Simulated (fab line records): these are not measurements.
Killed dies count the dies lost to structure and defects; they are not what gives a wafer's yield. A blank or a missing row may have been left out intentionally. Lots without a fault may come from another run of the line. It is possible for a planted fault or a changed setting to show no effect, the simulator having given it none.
fab line records	flow sky130
record: lots: 12	wafers: 36	lastDay: 50
route steps=708 shown FIELD_ISO@25 DNWELL@43 NWELL@68 PAD_OPEN@708
lots with no fault: from the same line, run without faults
startH: start of the lot's first displayed wafer, in hours after the record's first day	waitH: time in hours since the lot's previous step	" unchanged from the row above	L1.1+2: several wafers, shown together as one row	- no value present, or no start provided	* or withheld: withheld	< > ~ a bound
route shown NAME@n: names a module that has steps shown in the file, with the first one's number in the route	usual: average and standard deviation across the fault-free wafers	same: alike in all rows	chamber/n: place in a boat	sites: per-site readings	_std_site: how widely they spread, as a standard deviation	_edge_site: the outer-site mean with the inner-site mean subtracted	radiusMm: how far each site lies from the wafer's centre	mask NAME#n: copy n	behind: the tool/chamber that last shaped the wafer	hold: reason for holding the lot/hours on hold/outcome of the hold	device: the transistor (n, p or np) that didn't switch	end of line: tests run on the same wafers once the route is complete	for a step that has no rows: nothing shown but its recipe	killed: dies lost to structure and defects at the first sort, not the wafer's yield	map: per-die view of a wafer (x killed, . not killed, _ where there is no die)
set.NAME: the setting the step ran with; set.NAME@STEP: the setting that earlier step ran with	model.NAME: the simulator's own value behind a step, which no gauge read
a sample of lots followed through the steps of the route, with each step as a table and each wafer as a row
services: from which hour (startH, from the record's first day; less than 0 if before it) a tool's chamber was out of use, for how many hours, and why
== steps ==
step: SKY_FIELD_ISO_CVD_24
recipe: material: SiO2	targetThkNm: 595	tempC: 650	sigmaOpenFrac: 0.3	timeS: 99.2	sih4FlowSccm: 60	pressureMtorr: 6
lot.wafer	tool	chamber	startH	waitH
L428.1+3+4	hdpcvd-02	0,0,2	31.15	0.1
L432.1+4+5	hdpcvd-02	0,0,1	53.33	0.1
L433.1+4+5	hdpcvd-01	2	56.40	0.1
L435.1+2+3	hdpcvd-01	1,2,0	69.85	0.1
L437.1+2+6	hdpcvd-01	1,2,0	78.51	0.1
L438.1+3+4	hdpcvd-02	2,1,0	82.43	0.1
L439.4+5+6	hdpcvd-01	0,2,1	87.90	0.1
L440.1+3+6	hdpcvd-02	2,0,0	93.20	0.1
L441.1+2+6	hdpcvd-02	2,0,1	99.99	0.1
L442.2+3+5	hdpcvd-01	0,1,2	102.86	0.0
L447.1+2+3	hdpcvd-02	2,0,1	129.29	0.1
L451.1+4+6	hdpcvd-02	1,2,0	157.29	0.1
step: SKY_FIELD_ISO_THK_MEAS_25
recipe: reads: SiO2_of_FIELD_ISO_CVD_24
usual: FIELD_ISO_CVD_24_THK: 596/6.2
lot.wafer	tool	chamber	startH	waitH	FIELD_ISO_CVD_24_THK[nm]
L428.1	filmMetro-02	-	31.26	0.1	585
L428.3	"	-	"	"	579
L428.4	"	-	"	"	589
L432.1	filmMetro-02	-	53.40	0.0	587
L432.4	"	-	"	"	578
L432.5	"	-	"	"	596
L433.1	filmMetro-04	-	56.51	0.1	595
L433.4	"	-	"	"	603
L433.5	"	-	"	"	598
L435.1	filmMetro-03	-	69.93	0.0	594
L435.2	"	-	"	"	600
L435.3	"	-	"	"	592
L437.1	filmMetro-04	-	78.58	0.0	773
L437.2	"	-	"	"	599
L437.6	"	-	"	"	773
L438.1	filmMetro-02	-	82.51	0.0	605
L438.3	"	-	"	"	599
L438.4	"	-	"	"	593
L439.4	filmMetro-02	-	87.97	0.0	596
L439.5	"	-	"	"	778
L439.6	"	-	"	"	777
L440.1	filmMetro-03	-	93.27	0.0	601
L440.3	"	-	"	"	599
L440.6	"	-	"	"	601
L441.1	filmMetro-04	-	100.06	0.0	601
L441.2	"	-	"	"	590
L441.6	"	-	"	"	602
L442.2	filmMetro-04	-	102.94	0.0	594
L442.3	"	-	"	"	601
L442.5	"	-	"	"	776
L447.1	filmMetro-04	-	129.36	0.0	594
L447.2	"	-	"	"	600
L447.3	"	-	"	"	590
L451.1	filmMetro-03	-	157.36	0.0	598
L451.4	"	-	"	"	599
L451.6	"	-	"	"	588
step: SKY_FIELD_ISO_CMP_27
recipe: stopOn: Si3N4	tOverpolishS: 16	downForcePsi: 4	platenRpm: 60	targetThkNm: 457.8	padVelocityMS: 0.94248
usual: motorCurrentA: 12.9/0.93	timeToEndpointS: 113/4.5
lot.wafer	tool	chamber	startH	waitH	motorCurrentA	timeToEndpointS
L428.3	cmp-02	1	32.82	0.0	11.2	115
L428.4	"	2	"	"	13.0	115
L428.1	"	3	"	"	12.9	109
L432.4	cmp-01	2	54.96	0.0	11.9	115
L432.1	"	1	"	"	12.9	112
L432.5	"	2	"	"	13.0	118
L433.1	cmp-02	3	59.29	0.1	13.5	112
L433.4	"	1	"	"	11.3	118
L433.5	"	2	"	"	13.2	114
L435.2	cmp-01	0	71.55	0.1	15.1	107
L435.1	"	1	"	"	14.1	108
L435.3	"	2	"	"	12.3	115
L437.2	cmp-01	1	81.20	0.0	13.0	113
L437.1	"	0	"	"	13.9	144
L437.6	"	2	"	"	12.7	156
L438.4	cmp-01	1	84.12	0.1	13.3	110
L438.3	"	2	"	"	12.9	113
L438.1	"	3	"	"	12.3	110
L439.4	cmp-02	0	90.55	0.0	12.8	114
L439.5	"	0	"	"	11.9	145
L439.6	"	1	"	"	11.5	151
L440.3	cmp-02	1	95.10	0.0	11.6	116
L440.1	"	2	"	"	12.9	117
L440.6	"	2	"	"	13.5	116
L441.2	cmp-01	1	101.67	0.1	14.0	114
L441.1	"	2	"	"	13.0	117
L441.6	"	0	"	"	15.1	113
L442.2	cmp-01	3	105.92	0.4	12.1	113
L442.3	"	0	"	"	13.9	114
L442.5	"	2	"	"	12.3	159
L447.1	cmp-01	0	137.22	0.5	14.0	113
L447.3	"	2	"	"	12.4	122
L447.2	"	3	"	"	13.0	111
L451.4	cmp-01	2	158.97	0.1	11.6	112
L451.1	"	0	"	"	14.2	108
L451.6	"	1	"	"	13.5	108
step: SKY_DNWELL_STRIP_08
recipe: chemistry: O2/N2	powerW: 1400	pressureMtorr: 1500	platenTempC: withheld	o2FlowSccm: 3000	n2FlowSccm: 300	overashFraction: 0.5
usual: drypumpMotorCurrentA: 5.8/0.57	oesProductAu: 0.723/0.0048	stripTimeToEndpointS: 36.89/0.083
lot.wafer	tool	chamber	startH	waitH	drypumpMotorCurrentA	oesProductAu	rfHoursCounterH	stripTimeToEndpointS
L428.1	plasmaAsher-03	0	51.13	0.1	5.9	0.723	37	36.98
L428.3	"	1	"	"	6.2	0.715	-	37.06
L428.4	"	0	"	"	5.9	0.718	-	37.09
L432.1	plasmaAsher-01	0	74.36	0.1	6.5	0.717	27	36.81
L432.4	"	1	"	"	6.3	0.727	-	36.93
L432.5	"	1	"	"	6.3	0.725	-	37.06
L433.1	plasmaAsher-01	1	79.19	0.1	6.3	0.724	27	36.96
L433.4	"	0	"	"	6.4	0.722	-	36.88
L433.5	"	0	"	"	6.4	0.725	-	36.97
L435.1	plasmaAsher-03	1	90.89	0.1	6.2	0.726	40	36.91
L435.2	"	0	"	"	5.9	0.717	40	36.80
L435.3	"	1	"	"	6.2	0.719	-	36.91
L437.1	plasmaAsher-02	1	100.79	0.1	4.9	0.715	41	36.91
L437.2	"	0	"	"	5.5	0.727	41	36.89
L437.6	"	0	"	"	5.5	0.719	-	36.92
L438.1	plasmaAsher-03	1	103.53	0.1	6.1	0.718	42	36.83
L438.3	"	0	"	"	5.9	0.712	-	36.90
L438.4	"	1	"	"	6.2	0.729	-	36.85
L439.4	plasmaAsher-01	0	111.42	0.1	6.4	0.726	-	36.95
L439.5	"	0	"	"	6.4	0.727	-	36.96
L439.6	"	1	"	"	6.3	0.722	-	37.01
L440.1	plasmaAsher-03	0	116.91	0.1	5.9	0.720	43	36.95
L440.3	"	1	"	"	6.2	0.713	-	36.99
L440.6	"	0	"	"	5.9	0.721	-	36.84
L441.1	plasmaAsher-02	1	123.09	0.1	4.9	0.724	0	36.80
L441.2	"	0	"	"	5.5	0.726	0	36.96
L441.6	"	1	"	"	4.9	0.729	-	36.91
L442.2	plasmaAsher-02	1	127.43	0.1	4.9	0.726	1	36.92
L442.3	"	1	"	"	4.9	0.725	-	36.79
L442.5	"	0	"	"	5.5	0.719	-	36.81
L447.1	plasmaAsher-02	1	161.00	0.1	4.9	0.723	4	36.88
L447.2	"	0	"	"	5.5	0.718	4	36.94
L447.3	"	0	"	"	5.5	0.718	-	36.90
L451.1	plasmaAsher-01	0	181.83	0.1	6.5	0.721	38	36.85
L451.4	"	0	"	"	6.4	0.721	-	36.80
L451.6	"	0	"	"	6.4	0.718	-	36.77
step: SKY_NWELL_TW_MEAS_15
usual: NWELL_TW: 1837/14
lot.wafer	tool	chamber	startH	waitH	NWELL_TW
L428.1	filmMetro-03	-	84.93	0.1	1808
L428.3	"	-	"	"	1810
L428.4	"	-	"	"	1811
L432.1	filmMetro-04	-	109.57	0.1	1852
L432.4	"	-	"	"	1851
L432.5	"	-	"	"	1853
L433.1	filmMetro-04	-	114.77	0.1	1855
L433.4	"	-	"	"	1845
L433.5	"	-	"	"	1845
L435.1	filmMetro-01	-	127.29	0.1	1842
L435.2	"	-	"	"	1846
L435.3	"	-	"	"	1852
L437.1	filmMetro-04	-	138.52	0.1	1845
L437.2	"	-	"	"	1841
L437.6	"	-	"	"	1832
L438.1	filmMetro-01	-	140.42	0.1	1839
L438.3	"	-	"	"	1846
L438.4	"	-	"	"	1840
L439.4	filmMetro-03	-	148.35	0.1	1827
L439.5	"	-	"	"	1832
L439.6	"	-	"	"	1834
L440.1	filmMetro-01	-	153.62	0.1	1840
L440.3	"	-	"	"	1847
L440.6	"	-	"	"	1842
L441.1	filmMetro-04	-	161.02	0.1	1838
L441.2	"	-	"	"	1855
L441.6	"	-	"	"	1849
L442.2	filmMetro-01	-	165.05	0.1	1829
L442.3	"	-	"	"	1829
L442.5	"	-	"	"	1832
L447.1	filmMetro-01	-	203.82	0.1	1854
L447.2	"	-	"	"	1844
L447.3	"	-	"	"	1848
L451.1	filmMetro-03	-	225.67	0.1	1821
L451.4	"	-	"	"	1816
L451.6	"	-	"	"	1810
step: SKY_NWELL_OVL_MEAS_23
usual: NWELL_01_OVL: 1.9/1.4
lot.wafer	tool	chamber	startH	waitH	NWELL_01_OVL[nm]
L428.1	overlay-01	-	101.70	-	1.2
L428.3	"	-	"	"	-0.7
L428.4	"	-	"	"	-0.4
L432.1	overlay-02	-	128.14	-	1.6
L432.4	"	-	"	"	0.8
L432.5	"	-	"	"	0.6
L433.1	overlay-02	-	132.74	-	-1.4
L433.4	"	-	"	"	-0.8
L433.5	"	-	"	"	1.3
L435.1	overlay-02	-	144.94	-	0.8
L435.2	"	-	"	"	0.4
L435.3	"	-	"	"	2.8
L437.1	overlay-02	-	157.85	-	0.6
L437.2	"	-	"	"	0.3
L437.6	"	-	"	"	0.4
L438.1	overlay-01	-	159.60	-	0.7
L438.3	"	-	"	"	0.7
L438.4	"	-	"	"	0.3
L439.4	overlay-01	-	168.30	-	3.0
L439.5	"	-	"	"	2.6
L439.6	"	-	"	"	3.4
L440.1	overlay-01	-	173.24	-	2.2
L440.3	"	-	"	"	3.0
L440.6	"	-	"	"	1.0
L441.1	overlay-02	-	180.65	-	3.1
L441.2	"	-	"	"	3.6
L441.6	"	-	"	"	2.7
L442.2	overlay-01	-	185.79	-	4.0
L442.3	"	-	"	"	2.8
L442.5	"	-	"	"	3.7
L447.1	overlay-02	-	225.78	-	1.7
L447.2	"	-	"	"	2.6
L447.3	"	-	"	"	2.1
L451.1	overlay-02	-	248.53	-	2.4
L451.4	"	-	"	"	2.5
L451.6	"	-	"	"	3.8
step: SKY_PAD_OPEN_PROBE_99
usual: killed_at_M0_to_M3: 44/7.8	killed_at_M4_up: 2.9/1.7	killedAtContacts: 24/5.4	killedAtFrontEnd: 15/4.5	killedAtOther: 0.3/0.55	killedDies: 87/10	killedOpen: 48/7.4	killedShort: 39/5.9
same: grossDies: 492	killedAtBackSide: 0
lot.wafer	tool	chamber	startH	waitH	killed_at_M0_to_M3	killed_at_M4_up	killedAtContacts	killedAtFrontEnd	killedAtOther	killedDies	killedOpen	killedShort
L439.4	prober-01	-	1138.70	0.2	47	7	31	13	2	100	57	43
L439.5	prober-01	-	1138.75	0.2	47	0	19	15	2	83	38	45
L439.6	prober-01	-	1138.80	0.2	38	6	22	22	1	89	44	45
L442.2	prober-01	-	1152.37	0.1	39	1	23	14	0	77	39	38
L442.3	prober-01	-	1152.42	0.2	35	2	26	13	1	77	33	44
L442.5	prober-01	-	1152.52	0.2	42	3	19	9	0	73	45	28
killed by level:class
L439.4 VIA1:geometricParticle:open=11 CONTACT:geometricParticle:open=9 LI_CONTACT:geometricParticle:open=9 VIA3:geometricParticle:open=8 VIA3:geometricParticle:short=7 LI_CONTACT:geometricParticle:short=6 METAL4:geometricParticle:short=6 POLY_GATE:geometricParticle:open=5
L439.5 VIA3:geometricParticle:open=11 CONTACT:geometricParticle:open=11 VIA1:geometricParticle:short=7 METAL2:geometricParticle:short=7 VIA1:geometricParticle:open=5 POLY_GATE:geometricParticle:short=4 VIA2:geometricParticle:open=4 VIA2:geometricParticle:short=4
L439.6 VIA1:geometricParticle:open=11 VIA2:geometricParticle:open=8 LI_CONTACT:geometricParticle:open=6 METAL4:geometricParticle:short=6 POLY_GATE:geometricParticle:short=5 LOCAL_INTERCONNECT:geometricParticle:short=5 METAL1:geometricParticle:short=5 FIELD_ISO:geometricParticle:short=4
L442.2 VIA1:geometricParticle:open=10 LI_CONTACT:geometricParticle:open=7 CONTACT:geometricParticle:open=6 VIA2:geometricParticle:short=6 VIA3:geometricParticle:open=6 FIELD_ISO:geometricParticle:short=5 CONTACT:geometricParticle:short=4 METAL1:geometricParticle:short=4
L442.3 CONTACT:geometricParticle:open=8 LI_CONTACT:geometricParticle:open=6 VIA2:geometricParticle:open=6 CONTACT:geometricParticle:short=6 VIA1:geometricParticle:short=6 VIA1:geometricParticle:open=6 VIA2:geometricParticle:short=6 FIELD_ISO:geometricParticle:short=5
L442.5 VIA1:geometricParticle:open=10 CONTACT:geometricParticle:open=8 VIA2:geometricParticle:open=8 LI_CONTACT:geometricParticle:open=7 METAL1:geometricParticle:short=7 METAL1:geometricParticle:open=4 VIA3:geometricParticle:open=3 METAL2:geometricParticle:short=3
== services ==
tool	chamber	startH	hours	kind
hdpcvd-02	1	25.32	7.5	repair
plasmaAsher-03	-	41.83	1.1	repair
hdpcvd-01	0	43.53	13.4	repair
plasmaAsher-01	-	48.88	3.3	repair
cmp-02	-	55.12	0.5	repair
cmp-02	-	63.02	1.2	repair
cmp-01	-	64.00	4.0	pm
hdpcvd-02	-	66.76	15.0	pm
hdpcvd-02	0	66.76	15.0	ventCycle
hdpcvd-02	1	66.76	15.0	ventCycle
hdpcvd-02	2	66.76	15.0	ventCycle
cmp-01	-	68.00	-	consumableReplace:conditioner
cmp-01	-	68.00	-	consumableReplace:pad
cmp-01	-	69.19	0.4	repair
cmp-02	-	80.10	2.0	repair
hdpcvd-02	0	81.76	-	clean
hdpcvd-02	1	81.76	-	clean
cmp-02	-	83.92	0.8	repair
cmp-02	-	99.93	14.8	pm
plasmaAsher-02	-	108.75	9.0	pm
cmp-02	-	117.91	7.2	repair
cmp-02	-	125.09	5.3	pm
cmp-02	-	135.93	1.3	repair
cmp-02	-	155.73	0.6	repair
== key ==
firstSign: step: SKY_FIELD_ISO_THK_MEAS_25	reading: FIELD_ISO_CVD_24_THK	direction: up	sigmas: 29	usual: 596	struck: 775
effect: step: SKY_FIELD_ISO_CMP_27	reading: timeToEndpointS	direction: up	sigmas: 8.5	usual: *	struck: *
metAt SKY_FIELD_ISO_CVD_24
struckLots L437,L439,L442
struckWafers L437.1,L437.6,L439.5,L439.6,L442.5
testerLeftOut L437,L439,L442
notActingAt SKY_DNWELL_STRIP_08,SKY_NWELL_TW_MEAS_15,SKY_NWELL_OVL_MEAS_23
onsetBetween 69.85 78.51
fault: kind: processParameterDrift	tool: hdpcvd-01	chamber: -	onsetH: 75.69	steps: SKY_FIELD_ISO_CVD_24	channel: targetThkNm	offset: 178.51	shape: step	endH: 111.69	scope: struckWafersOnly	actsIn: theseRecipesOnly	stated: 595
testerLeftOut: of these lots the tester's yield and bins aren't shown, on N5 and GAA mostly nor the transistor test; their killed dies are dies lost to structure and defects alone, not to doping, threshold or leakage, so they don't give the yield
